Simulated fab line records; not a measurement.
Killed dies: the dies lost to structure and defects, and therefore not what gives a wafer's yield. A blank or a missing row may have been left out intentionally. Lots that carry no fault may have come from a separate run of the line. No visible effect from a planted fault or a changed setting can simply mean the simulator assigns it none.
The tool behind it: which one? -- flow sky130 -- 12 lots with 36 wafers sampled at 5 steps, on a route of 708 steps

WHAT THE GAUGES READ, wafer by wafer
SKY_SONOS_TUNNEL_OVL_MEAS_08. Usual: SONOS_TUNNEL_OVL 1.2 nm, standard deviation 1.3.
lot,measured,on,SONOS_TUNNEL_OVL (nm),flag
L881,day 12 06:49,overlay-02,0.0 0.4 2.4,
L884,day 12 20:51,overlay-02,1.6 1.1 0.1,
L885,day 13 04:23,overlay-01,2.0 2.2 0.2,
L886,day 13 05:01,overlay-01,1.9 1.9 1.4,
L889,day 14 09:28,overlay-01,3.4 3.4 2.7,
L890,day 14 15:50,overlay-01,0.4 0.0 1.0,
L891,day 15 00:22,overlay-01,3.4 3.4 3.3,
L892,day 15 09:13,overlay-01,2.0 0.6 2.2,
L895,day 16 10:50,overlay-01,2.4 1.9 1.9,
L899,day 17 17:57,overlay-02,0.7 -1.3 1.2,
L901,day 18 14:01,overlay-02,0.4 0.4 0.6,
L902,day 18 19:00,overlay-01,1.0 -0.4 2.3,

SKY_POLY_GATE_THK_MEAS_01. Usual: POLY_GATE_CVD_00_THK 180.0 nm, standard deviation 2.
lot,measured,on,POLY_GATE_CVD_00_THK (nm),flag
L881,day 14 23:56,film_metro-04,179.4 180.3 180.0,
L884,day 15 15:11,film_metro-03,176.9 176.7 176.8,
L885,day 15 22:52,film_metro-04,180.0 178.0 179.3,
L886,day 15 22:52,film_metro-03,178.4 178.0 178.9,
L889,day 17 07:17,film_metro-04,180.3 182.0 181.3,
L890,day 17 17:09,film_metro-02,179.5 182.2 182.3,
L891,day 18 09:46,film_metro-03,179.4 179.9 179.8,
L892,day 18 09:45,film_metro-04,179.1 176.8 178.8,
L895,day 19 21:10,film_metro-02,179.1 178.7 178.4,
L899,day 20 23:17,film_metro-02,179.3 178.8 178.1,
L901,day 23 12:04,film_metro-02,186.3 185.6 185.2,
L902,day 23 09:19,film_metro-04,179.6 180.7 181.8,

SKY_POLY_GATE_THK_MEAS_21. Usual: POLY_GATE_OXIDATION_THK 3.98 nm, standard deviation 0.075.
lot,measured,on,POLY_GATE_OXIDATION_THK (nm),flag
L881,day 17 21:27,film_metro-04,3.95 3.95 3.94,
L884,day 18 05:38,film_metro-03,3.91 4.02 3.89,
L885,day 18 11:36,film_metro-02,3.98 3.93 3.88,
L886,day 18 11:36,film_metro-04,3.97 4.02 4.00,
L889,day 19 21:58,film_metro-04,3.87 3.84 3.90,
L890,day 20 07:25,film_metro-04,3.98 3.90 3.94,
L891,day 21 01:56,film_metro-04,4.15 4.11 4.10,
L892,day 21 01:59,film_metro-02,4.66 4.55 4.16 4.63 4.57 4.19,OFF
L895,day 22 13:41,film_metro-04,4.65 4.83 4.92 4.70 4.77 4.89,OFF
L899,day 23 17:55,film_metro-02,4.04 4.02 4.08,
L901,day 26 04:32,film_metro-04,3.92 3.90 3.95,
L902,day 26 01:08,film_metro-03,3.93 3.94 3.99,

SKY_LDD_N_TW_MEAS_17. Usual: LDD_N_TW 2546, standard deviation 17.
lot,measured,on,LDD_N_TW,flag
L881,day 19 03:29,film_metro-03,2523 2522 2519,
L884,day 19 12:44,film_metro-01,2553 2560 2537,
L885,day 19 18:58,film_metro-03,2525 2532 2528,
L886,day 19 19:27,film_metro-01,2570 2543 2556,
L889,day 21 04:16,film_metro-04,2529 2550 2559,
L890,day 21 14:47,film_metro-01,2540 2555 2556,
L891,day 22 10:35,film_metro-04,2555 2568 2566,
L892,day 22 10:52,film_metro-01,2538 2545 2555,
L895,day 23 21:34,film_metro-04,2566 2543 2533,
L899,day 25 01:26,film_metro-03,2513 2513 2514,
L901,day 27 11:47,film_metro-04,2572 2571 2565,
L902,day 27 06:48,film_metro-01,2575 2545 2563,

WHAT TOOL EACH LOT RAN ON (gives the tool, then ch and the chambers of the sampled wafers, and finally the start)
lot,SKY_POLY_GATE_OXIDATION_20
L881,"furnace-01 ch 0, day 17 20:11"
L884,"furnace-01 ch 0, day 18 04:23"
L885,"furnace-02 ch 0, day 18 10:21"
L886,"furnace-02 ch 0, day 18 10:21"
L889,"furnace-01 ch 0, day 19 20:42"
L890,"furnace-01 ch 0, day 20 06:10"
L891,"furnace-02 ch 0, day 21 00:41"
L892,"furnace-01 ch 0, day 21 00:44"
L895,"furnace-01 ch 0, day 22 12:26"
L899,"furnace-02 ch 0, day 23 16:39"
L901,"furnace-02 ch 0, day 26 03:13"
L902,"furnace-01 ch 0, day 25 23:53"
- SKY_POLY_GATE_OXIDATION_20: stabilise 600 s, purge 300 s, target thk 4 nm.

AS READ BY THE TOOLS THEMSELVES (means over the sampled wafers that have a number; for cases with no such wafer, the mark the record gives instead)
SKY_POLY_GATE_OXIDATION_20. Usual: spike_tc_centre_C 849.9 C, standard deviation 1; spike_tc_lower_C 849.5 C, standard deviation 0.94; spike_tc_top_C 863.1 C, standard deviation 1.2; spike_tc_upper_C 851.4 C, standard deviation 1; zone_power_centre_pct 17.1 %, standard deviation 2.5; zone_power_lower_pct 15.9 %, standard deviation 1.5; zone_power_upper_pct 15.0 %, standard deviation 0.42.
lot,tool,spike_tc_centre_C (C),spike_tc_lower_C (C),spike_tc_top_C (C),spike_tc_upper_C (C),zone_power_centre_pct (%),zone_power_lower_pct (%),zone_power_upper_pct (%),flag
L881,furnace-01,850.1,851.5,862.1,852.6,19.6,17.3,15.5,
L884,furnace-01,848.6,849.6,862.8,852.0,19.9,17.3,15.3,
L885,furnace-02,849.7,849.1,864.6,850.7,14.6,14.6,14.6,
L886,furnace-02,849.7,850.6,862.7,851.0,14.6,14.5,14.6,
L889,furnace-01,848.4,849.7,862.7,851.5,19.4,17.2,15.3,
L890,furnace-01,848.9,849.0,862.3,852.5,19.7,17.2,15.3,
L891,furnace-02,850.9,847.8,864.4,852.0,14.6,14.4,14.5,
L892,furnace-01,886.9,844.7,863.1,847.4,34.3,10.6,9.5,OFF
L895,furnace-01,886.7,845.0,863.3,848.5,33.7,10.7,9.5,OFF
L899,furnace-02,850.0,849.0,864.5,851.2,14.7,14.4,14.8,
L901,furnace-02,850.5,849.3,863.3,851.0,14.7,14.5,14.6,
L902,furnace-01,850.3,848.7,861.3,851.4,19.8,17.4,15.4,

THE ANSWER, worked out from the rows above alone
Rule: lot off if the mean of its wafers having a number is beyond 3 standard deviations from the usual mean. Also off: a lot with no number at a reading for which 4 or more lots have one. Where the step has rows for the other lots, those lots are counted as sound. Order of review: gauges by route order, followed by the tools' own readings, for which a lot's mean as printed above is used. At the first step where some lot is off, the reading lying furthest off is the one used; lots without a number count as furthest.
Off: at SKY_POLY_GATE_THK_MEAS_21 (POLY_GATE_OXIDATION_THK), L892, L895.
If a tool, at a process step before that reading, ran all the lots that are off and no sound lot after the first of them, it fits. The gauges at SKY_POLY_GATE_THK_MEAS_21 aren't tried: what is off there is off at SKY_POLY_GATE_OXIDATION_20 too, on other tools, and a gauge's error can't cause that. None of those tried fits.

WHAT HAD BEEN PUT IN BY THE SIMULATOR
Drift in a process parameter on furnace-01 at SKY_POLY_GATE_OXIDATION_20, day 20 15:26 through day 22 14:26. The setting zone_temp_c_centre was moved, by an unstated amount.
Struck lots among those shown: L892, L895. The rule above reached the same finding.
